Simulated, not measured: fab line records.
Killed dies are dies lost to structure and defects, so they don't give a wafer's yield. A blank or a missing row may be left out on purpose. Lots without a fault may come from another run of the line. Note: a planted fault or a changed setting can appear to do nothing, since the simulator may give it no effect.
2 desks, one fault :: flow sky130 :: each desk holds nothing but its own numbers, with what lay behind them at the end

FROM THE METROLOGY DESK
What the gauges read for every lot (on any tool): the sampled wafers with a number, averaged. Any lot whose mean is over 4 standard deviations away from the usual mean is out of limits and marked OUT; that distance is given in the brackets.
Columns: A = CONTACT_CVD_00_THK at SKY_CONTACT_THK_MEAS_01, usual 74.8 nm; B = METAL1_ALCU_RS at SKY_METAL1_RS_MEAS_05, usual 0.1266 ohm/sq; C = METAL1_ALCU_THK at SKY_METAL1_THK_MEAS_06, usual 251 nm
lot: L904
first seen here: day 30 01:13
A: 75.3
B: 0.1273
C: 249

lot: L907
first seen here: day 31 23:14
A: 74.0
B: 0.1255
C: 252

lot: L909
first seen here: day 32 10:15
A: 75.2
B: 0.1293
C: 247

lot: L908
first seen here: day 32 11:17
A: 76.6
B: 0.1266
C: 254

lot: L910
first seen here: day 32 18:58
A: 75.1
B: 0.1262
C: 250

lot: L911
first seen here: day 32 21:38
A: 74.3
B: 0.1296
C: 246

lot: L912
first seen here: day 33 09:15
A: 75.1
B: 0.1269
C: 251

lot: L915
first seen here: day 34 10:42
A: 74.2
B: 0.1265
C: 253

lot: L919
first seen here: day 35 09:46
A: 74.4
B: 0.1266
C: 253

lot: L923
first seen here: day 37 15:24
A: 73.5
B: 0.1291
C: 247

lot: L926
first seen here: day 37 18:50
A: 73.2
B: 0.1245
C: 252
Finding of this desk: none of the 11 lots has anything out of limits.

FOR THE TOOL OWNER'S DESK: pvd_sputter-01
The tool's own readings at SKY_METAL1_SPUTTER_02 (material AlCu, target thk 250 nm, time 13.3 s): means of the sampled wafers that have a number, for each lot that ran on this tool. Any lot whose mean is over 4 standard deviations away from the usual mean is out of limits and marked OUT; that distance is given in the brackets.
Columns: A = cathode_dc_power_W at SKY_METAL1_SPUTTER_02, usual 10600 W; B = throttle_valve_pct at SKY_METAL1_SPUTTER_02, usual 30.0 %
lot: L909
first seen here: day 33 15:28
A: 10599
B: 30.4

lot: L911
first seen here: day 34 02:14
A: 10600
B: 30.4

lot: L915
first seen here: day 35 15:11
A: 10600
B: 30.6

lot: L923
first seen here: day 38 17:59
A: 10348 (-99 or more) OUT
B: 29.9
This desk's verdict: out of limits on L923, starting with L923 at day 38 17:59 (cathode_dc_power_W at SKY_METAL1_SPUTTER_02). Within limits: L909, L911, L915.

BROUGHT TOGETHER
On L923, at day 38 17:59, an alarm was possible from the tool owner's desk.
Metrology desk: nothing out of limits seen.
The metrology desk has L923 on record, within its limits.
Of the lots named, all ran SKY_METAL1_SPUTTER_02 on pvd_sputter-01.

WHAT THE SIMULATOR HAD INSERTED
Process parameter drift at SKY_METAL1_SPUTTER_02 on pvd_sputter-01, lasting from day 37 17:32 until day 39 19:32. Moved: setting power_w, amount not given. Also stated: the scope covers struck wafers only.
Lots struck among those shown: L923.
Hours from the fault's start to each desk's first reading out of limits: the tool owner's desk, 24.
